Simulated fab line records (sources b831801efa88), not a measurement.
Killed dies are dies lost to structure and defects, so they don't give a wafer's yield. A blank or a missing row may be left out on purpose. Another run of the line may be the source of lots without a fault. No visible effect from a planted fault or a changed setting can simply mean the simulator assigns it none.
A struck lot beside a sound one -- flow sky130 -- 15 out of 708 route steps
Sound: wafers L413.2, L413.4, L413.6. Wafers L420.1, L420.3, L420.4 were the ones struck. At the end, the cause is stated.
Each step with rows lists, per side, the tool, then ch with its chambers, then its first start. Under that, the readings that differ: sound wafers -- struck wafers -- difference of the means -- sigmas: that difference in standard deviations of wafers without a fault.
alike: readings whose means differ by less than 2 such deviations, and words and numbers that are the same on both sides. not compared: withheld readings, readings that some wafer has no value for, bounds like >300 that may hide the same value, and numbers for which the record gives no deviation and whose values overlap.
A row with sigmas, a row that says differs or no value, or rows on one side alone: a step with any of these is where the two part. Non-overlapping numbers with no deviation appear without sigmas and do not part them. A reading missing from all wafers of one side parts the sides only when that side holds two or more wafers.

SKY_LDD_HVP_TW_MEAS_10:
  struck on film metro-04, day 26 22:45; sound on film metro-02, day 24 23:46
reading,sound,struck,difference,sigmas
LDD_HVP_TW,449 450 449,458 459 460,+10,+3
then, 7 steps without rows for these wafers: SKY_LDD_LDN_DEHYDRATE_00 (time 60 s); SKY_LDD_LDN_HMDS_01 (prime time 60 s); SKY_LDD_LDN_COAT_02 (resist thk 1140 nm); SKY_LDD_LDN_SOFTBAKE_03 (time 60 s); SKY_LDD_LDN_EXPOSE_04 (exposes mask LDNTM, target cd 700 nm); SKY_LDD_LDN_PEB_05; SKY_LDD_LDN_DEVELOP_06 (develop time 60 s).
SKY_LDD_LDN_OVL_MEAS_07:
  struck on overlay-02, day 28 03:47; sound on overlay-02, day 26 04:38
  alike: LDD_LDN_OVL
then, 3 steps without rows for these wafers: SKY_LDD_LDN_IMPLANT_08; SKY_LDD_LDN_IMPLANT_09; SKY_LDD_LDN_IMPLANT_10.
SKY_LDD_LDN_IMPLANT_11:
  sound on implanter-02 ch 0, day 26 05:09; struck on implanter-02 ch 0, day 28 04:16
reading,sound,struck,difference,sigmas
dose ions cm2,1.2501e+13 1.252e+13 1.2509e+13,1.2744e+13 1.2759e+13 1.2752e+13,+2.4167e+11,+19
SKY_LDD_LDN_STRIP_12: strips in O2/N2.
  sound on plasma asher-03 ch 0,1, day 26 05:16; struck on plasma asher-03 ch 0,1, day 28 04:25
  alike: drypump motor current A, n2 flow sccm, oes product au, strip time to endpoint s
  not compared: rf hours counter h
-- the record jumps here: 22 days lie between the struck wafers' starts before and after (it left off in module LDD_LDN and takes up again in module PAD_OPEN, whose first step shown is number 708 of the route) --
SKY_PAD_OPEN_PROBE_99:
  struck on prober-02, day 50 02:32; sound on prober-02, day 48 13:34
  alike: killed_at_M0_to_M3, killed_at_M4_up, killed at contacts, killed at front end, killed at other, killed dies, killed open, killed short

== WHERE THEY PART ==
First at SKY_LDD_HVP_TW_MEAS_10; last, within this record, at SKY_LDD_LDN_IMPLANT_11. Later steps at which nothing parts them and some readings are alike: SKY_LDD_LDN_STRIP_12, SKY_PAD_OPEN_PROBE_99.

WHY: whatever the simulator had introduced
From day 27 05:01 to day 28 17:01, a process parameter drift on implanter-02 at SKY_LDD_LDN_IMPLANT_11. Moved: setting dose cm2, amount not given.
